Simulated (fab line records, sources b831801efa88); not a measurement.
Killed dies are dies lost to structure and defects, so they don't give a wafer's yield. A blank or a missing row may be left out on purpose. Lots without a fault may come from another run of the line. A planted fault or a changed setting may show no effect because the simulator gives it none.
fab line records | flow sky130
record lots=12 wafers=36 last_day=50
route steps=708 shown GATE_OXIDE@188 LDD_P@265 RES_XHIGH@340 SD_P@359 PAD_OPEN@708
lots that met no fault: from a run of the same line without faults
start_h: hours from the record's first day to the start of the lot's first wafer shown | wait_h: hours since the lot's step before | " the same as in the row above | L1.1+2: a row that stands for several wafers | - no value, or no start given | * or withheld: withheld | < > ~ a bound
route shown NAME@n: a module of which the file shows steps, and the number in the route of the first | usual: mean/standard deviation of fault-free wafers | same: alike in all rows | chamber/n: place in a boat | sites: the reading at each site | _std_site: their standard deviation | _edge_site: outer sites' mean less inner sites' | radius_mm: how far each site lies from the wafer's centre | mask NAME#n: copy n | behind: the tool/chamber that last shaped the wafer | hold: why the lot was held/for how many hours/how that ended | device: the transistor (n, p or np) that didn't switch | end of line: the same wafers' tests at the end of the route | a step without rows: its recipe alone | killed: dies lost to structure and defects at the first sort, not the wafer's yield | map: a wafer's dies, x killed, . not, _ none there
set.NAME: the setting as run; set.NAME@STEP: as run at that earlier step | model.NAME: the simulator's own value behind a step, which no gauge read
steps of the route over a sample of lots; a table a step, a row a wafer
services: from which hour (start_h, from the record's first day; less than 0 if before it) a tool's chamber was out of use, for how many hours, and why
## steps
# step SKY_GATE_OXIDE_OXIDATION_01
# recipe temp_c=900 ambient=O2 stabilise_s=600 purge_s=300 target_thk_a=102.68 ox_time_s=1473
# columns lot.wafer tool chamber start_h wait_h
L527.3+4+5 furnace-02 0 287.62 0.0
L528.2+5+6 furnace-01 0 297.76 1.5
L530.1+2+4 furnace-02 0 312.90 1.1
L531.1+4+5 furnace-01 0 318.42 0.0
L534.1+2+4 furnace-01 0 342.47 2.0
L535.1+4+6 furnace-02 0 358.80 0.0
L542.3+5+6 furnace-01 0 413.14 0.6
L542.3+5+6 furnace-02 0 414.79 0.2
L544.3+5+6 furnace-02 0 432.37 0.6
L544.3+5+6 furnace-02 0 434.68 0.9
L545.1+3+4 furnace-02 0 434.68 0.0
L547.1+4+5 furnace-01 0 454.80 0.0
L548.2+3+6 furnace-02 0 462.11 0.2
L549.3+4+6 furnace-01 0 466.47 0.9
# step SKY_GATE_OXIDE_THK_MEAS_02
# recipe reads=SiO2_of_GATE_OXIDE_OXIDATION_01
# usual GATE_OXIDE_OXIDATION_00_THK=10.28/0.21
# columns lot.wafer tool chamber start_h wait_h GATE_OXIDE_OXIDATION_00_THK[nm]
L527.3 film_metro-01 - 289.05 0.0 9.76
L527.4 " - " " 9.81
L527.5 " - " " 9.95
L528.2 film_metro-03 - 299.18 0.0 10.15
L528.5 " - " " 10.11
L528.6 " - " " 10.20
L530.1 film_metro-02 - 314.31 0.0 10.43
L530.2 " - " " 10.36
L530.4 " - " " 10.31
L531.1 film_metro-01 - 319.83 0.0 10.26
L531.4 " - " " 10.43
L531.5 " - " " 10.26
L534.1 film_metro-02 - 343.88 0.0 10.00
L534.2 " - " " 9.97
L534.4 " - " " 9.92
L535.1 film_metro-03 - 360.21 0.0 10.56
L535.4 " - " " 10.51
L535.6 " - " " 10.60
L542.3 film_metro-02 - 416.22 0.0 16.85
L542.5 " - " " 16.99
L542.6 " - " " 16.81
L545.1 film_metro-01 - 436.09 0.0 10.44
L545.3 " - " " 10.34
L545.4 " - " " 10.37
L544.3 film_metro-03 - 436.11 0.0 17.43
L544.5 " - " " 17.12
L544.6 " - " " 17.23
L547.1 film_metro-01 - 456.21 0.0 10.11
L547.4 " - " " 9.86
L547.5 " - " " 10.10
L548.2 film_metro-02 - 463.53 0.0 10.15
L548.3 " - " " 10.02
L548.6 " - " " 10.01
L549.3 film_metro-02 - 467.90 0.0 10.37
L549.4 " - " " 10.42
L549.6 " - " " 10.41
# step SKY_LDD_P_STRIP_10
# recipe chemistry=O2/N2 power_w=1400 pressure_mtorr=1500 platen_temp_c=withheld o2_flow_sccm=3000 n2_flow_sccm=300 overash_fraction=0.5
# usual drypump_motor_current_A=6.0/0.61 oes_product_au=0.715/0.0046 strip_time_to_endpoint_s=14.18/0.042
# columns lot.wafer tool chamber start_h wait_h drypump_motor_current_A oes_product_au rf_hours_counter_h strip_time_to_endpoint_s
L527.3 plasma_asher-03 1 443.07 0.1 6.8 0.713 - 14.21
L527.4 " 0 " " 5.8 0.709 - 14.16
L527.5 " 1 " " 6.8 0.714 - 14.22
L528.2 plasma_asher-04 0 452.21 0.1 5.0 0.714 34 14.20
L528.5 " 1 " " 5.4 0.717 - 14.18
L528.6 " 0 " " 5.0 0.712 - 14.21
L530.1 plasma_asher-03 1 472.06 0.1 6.8 0.716 5 14.20
L530.2 " 0 " " 5.7 0.716 5 14.20
L530.4 " 1 " " 6.8 0.713 - 14.26
L531.1 plasma_asher-03 0 478.79 0.1 5.7 0.706 6 14.18
L531.4 " 0 " " 5.7 0.711 - 14.21
L531.5 " 1 " " 6.9 0.720 - 14.14
L534.1 plasma_asher-04 0 510.39 0.1 5.0 0.718 41 14.12
L534.2 " 1 " " 5.4 0.712 41 14.12
L534.4 " 0 " " 5.0 0.716 - 14.12
L535.1 plasma_asher-03 0 523.66 0.1 5.7 0.704 11 14.21
L535.4 " 0 " " 5.8 0.724 - 14.19
L535.6 " 0 " " 5.8 0.718 - 14.22
L542.3 plasma_asher-03 0 576.77 0.1 5.7 0.715 - 14.21
L542.5 " 0 " " 5.8 0.719 - 14.23
L542.6 " 1 " " 6.8 0.715 - 14.17
L544.3 plasma_asher-03 0 596.18 0.1 5.8 0.722 - 14.17
L544.5 " 1 " " 6.8 0.717 - 14.20
L544.6 " 0 " " 5.7 0.722 - 14.16
L545.1 plasma_asher-02 0 598.74 0.1 6.3 0.714 78 14.19
L545.3 " 1 " " 6.2 0.719 - 14.24
L545.4 " 0 " " 6.3 0.720 - 14.18
L547.1 plasma_asher-04 0 616.50 0.1 5.0 0.712 52 14.15
L547.4 " 0 " " 5.0 0.716 - 14.14
L547.5 " 1 " " 5.4 0.712 - 14.18
L548.2 plasma_asher-03 0 621.60 0.1 5.7 0.719 22 14.20
L548.3 " 1 " " 6.8 0.716 - 14.14
L548.6 " 0 " " 5.7 0.717 - 14.21
L549.3 plasma_asher-02 1 626.24 0.1 6.2 0.715 - 14.18
L549.4 " 0 " " 6.3 0.711 - 14.16
L549.6 " 1 " " 6.2 0.723 - 14.14
# step SKY_RES_XHIGH_STRIP_08
# recipe chemistry=O2/N2 power_w=1400 pressure_mtorr=1500 platen_temp_c=withheld o2_flow_sccm=3000 n2_flow_sccm=300 overash_fraction=0.5
# usual drypump_motor_current_A=5.8/0.47 oes_product_au=0.711/0.0042 strip_time_to_endpoint_s=14.30/0.031
# columns lot.wafer tool chamber start_h wait_h drypump_motor_current_A oes_product_au rf_hours_counter_h strip_time_to_endpoint_s
L527.3 plasma_asher-01 0 627.33 0.1 5.4 0.717 - 14.29
L527.4 " 1 " " 6.2 0.712 - 14.28
L527.5 " 0 " " 5.5 0.707 - 14.27
L528.2 plasma_asher-04 1 634.95 0.1 5.4 0.716 54 14.26
L528.5 " 0 " " 5.0 0.706 - 14.29
L528.6 " 1 " " 5.4 0.711 - 14.26
L530.1 plasma_asher-04 1 655.85 0.1 5.4 0.705 56 14.31
L530.2 " 0 " " 5.0 0.722 56 14.36
L530.4 " 0 " " 5.0 0.707 - 14.33
L531.1 plasma_asher-02 0 659.04 0.1 6.3 0.717 84 14.33
L531.4 " 0 " " 6.3 0.714 - 14.36
L531.5 " 1 " " 6.2 0.707 - 14.32
L534.1 plasma_asher-01 1 689.41 0.1 6.2 0.707 95 14.30
L534.2 " 0 " " 5.5 0.709 95 14.31
L534.4 " 1 " " 6.2 0.710 - 14.33
L535.1 plasma_asher-04 1 702.26 0.1 5.4 0.719 60 14.28
L535.4 " 1 " " 5.4 0.706 - 14.26
L535.6 " 1 " " 5.4 0.704 - 14.28
L542.3 plasma_asher-04 0 751.73 0.1 5.0 0.720 - 14.27
L542.5 " 0 " " 5.0 0.710 - 14.27
L542.6 " 1 " " 5.4 0.704 - 14.32
L544.3 plasma_asher-01 0 767.58 0.1 5.4 0.712 - 14.33
L544.5 " 1 " " 6.3 0.707 - 14.30
L544.6 " 0 " " 5.5 0.709 - 14.37
L545.1 plasma_asher-01 1 771.41 0.1 6.3 0.709 2 14.31
L545.3 " 1 " " 6.3 0.706 - 14.27
L545.4 " 0 " " 5.4 0.722 - 14.30
L547.1 plasma_asher-01 1 784.61 0.1 6.3 0.719 4 14.32
L547.4 " 1 " " 6.3 0.715 - 14.32
L547.5 " 1 " " 6.3 0.705 - 14.38
L548.2 plasma_asher-04 0 790.70 0.1 5.0 0.715 69 14.36
L548.3 " 1 " " 5.4 0.714 - 14.35
L548.6 " 1 " " 5.4 0.708 - 14.31
L549.3 plasma_asher-02 1 793.70 0.1 6.2 0.715 - 14.29
L549.4 " 0 " " 6.2 0.709 - 14.25
L549.6 " 1 " " 6.2 0.714 - 14.27
# step SKY_SD_N_RS_MEAS_17
# recipe thk_meas_gauge=four-point-probe
# usual SD_P_RS=147.2/0.39
# columns lot.wafer tool chamber start_h wait_h SD_P_RS[ohm/sq]
L527.3 film_metro-01 - 656.99 0.1 147.4
L527.4 " - " " 147.5
L527.5 " - " " 147.3
L528.2 film_metro-04 - 664.64 0.1 147.0
L528.5 " - " " 147.1
L528.6 " - " " 147.1
L530.1 film_metro-04 - 684.09 0.1 147.9
L530.2 " - " " 147.9
L530.4 " - " " 147.3
L531.1 film_metro-04 - 687.82 0.1 147.7
L531.4 " - " " 147.4
L531.5 " - " " 147.3
L534.1 film_metro-02 - 718.49 0.1 147.2
L534.2 " - " " 147.1
L534.4 " - " " 146.9
L535.1 film_metro-01 - 730.89 0.1 147.1
L535.4 " - " " 147.3
L535.6 " - " " 147.2
L542.3 film_metro-02 - 779.55 0.1 146.6
L542.5 " - " " 146.6
L542.6 " - " " 146.4
L544.3 film_metro-04 - 795.35 0.1 146.4
L544.5 " - " " 146.9
L544.6 " - " " 146.8
L545.1 film_metro-02 - 797.82 0.1 147.4
L545.3 " - " " 147.2
L545.4 " - " " 146.9
L547.1 film_metro-01 - 811.56 0.1 147.6
L547.4 " - " " 147.5
L547.5 " - " " 147.4
L548.2 film_metro-01 - 818.06 0.1 146.9
L548.3 " - " " 147.1
L548.6 " - " " 147.3
L549.3 film_metro-02 - 820.65 0.1 147.5
L549.4 " - " " 148.3
L549.6 " - " " 147.4
# step SKY_PAD_OPEN_PROBE_99
# usual killed_at_M0_to_M3=44/7.4 killed_at_M4_up=3.2/1.8 killed_at_contacts=25/5.2 killed_at_front_end=15/4.5 killed_at_other=0.2/0.43 killed_dies=87/9.6 killed_open=48/7.6 killed_short=40/5.7
# same gross_dies=492 killed_at_back_side=0
# columns lot.wafer tool chamber start_h wait_h killed_at_M0_to_M3 killed_at_M4_up killed_at_contacts killed_at_front_end killed_at_other killed_dies killed_open killed_short
L545.1 prober-02 - 1180.51 0.1 35 3 28 13 0 79 48 31
L545.3 prober-02 - 1180.61 0.2 44 1 19 15 0 79 40 39
L545.4 prober-02 - 1180.66 0.2 51 2 27 6 0 86 49 37
# killed by level:class
L545.1 CONTACT:geometric_particle:open=11 VIA1:geometric_particle:open=9 VIA2:geometric_particle:open=8 VIA3:geometric_particle:open=6 CONTACT:geometric_particle:short=6 LI_CONTACT:geometric_particle:open=5 FIELD_ISO:geometric_particle:short=3 POLY_GATE:geometric_particle:short=3
L545.3 VIA1:geometric_particle:open=9 LI_CONTACT:geometric_particle:open=7 METAL1:geometric_particle:short=7 VIA2:geometric_particle:open=7 POLY_GATE:geometric_particle:short=6 VIA3:geometric_particle:open=6 CONTACT:geometric_particle:open=5 FIELD_ISO:geometric_particle:short=4
L545.4 VIA2:geometric_particle:open=10 VIA3:geometric_particle:open=10 VIA1:geometric_particle:open=9 LI_CONTACT:geometric_particle:open=6 CONTACT:geometric_particle:short=6 CONTACT:geometric_particle:open=6 METAL1:geometric_particle:short=6 LI_CONTACT:geometric_particle:short=5
## services
# columns tool chamber start_h hours kind
plasma_asher-03 - 269.32 1.4 repair
plasma_asher-03 - 314.18 2.8 pm
furnace-02 - 334.73 4.5 pm
furnace-02 - 362.97 3.4 pm
furnace-01 - 384.91 5.0 pm
plasma_asher-03 - 386.08 3.9 repair
plasma_asher-01 - 414.34 14.6 pm
plasma_asher-03 - 421.25 9.0 pm
plasma_asher-01 - 453.33 28.1 pm
furnace-01 - 498.84 3.8 pm
furnace-01 - 520.82 2.8 pm
furnace-02 - 530.65 3.5 pm
plasma_asher-01 - 578.55 27.1 pm
furnace-02 - 615.04 4.0 pm
furnace-02 - 647.02 12.4 pm
furnace-01 - 666.73 3.8 pm
furnace-01 - 670.55 2.2 pm
furnace-02 - 699.10 2.5 pm
plasma_asher-04 - 708.31 4.0 pm
furnace-02 - 713.70 8.8 repair
plasma_asher-03 - 717.15 5.1 repair
plasma_asher-01 - 733.75 9.0 pm
furnace-01 - 777.28 2.7 repair
plasma_asher-03 - 792.98 1.7 repair
## key
first_sign step=SKY_GATE_OXIDE_OXIDATION_01 reading=visit direction=added
effect step=SKY_GATE_OXIDE_THK_MEAS_02 reading=GATE_OXIDE_OXIDATION_00_THK direction=up sigmas=32 usual=10.28 struck=17.07
met_at SKY_GATE_OXIDE_OXIDATION_01
struck_lots L542,L544
tester_left_out L542,L544
not_acting_at SKY_LDD_P_STRIP_10,SKY_RES_XHIGH_STRIP_08,SKY_SD_N_RS_MEAS_17
fault kind=repeated_step_whole tool=furnace-01,furnace-02 chamber=- onset_h=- steps=SKY_GATE_OXIDE_OXIDATION_01 times=1 scope=struck_lots_only
# tester_left_out: of these lots the tester's yield and bins aren't shown, on N5 and GAA mostly nor the transistor test; their killed dies are dies lost to structure and defects alone, not to doping, threshold or leakage, so they don't give the yield
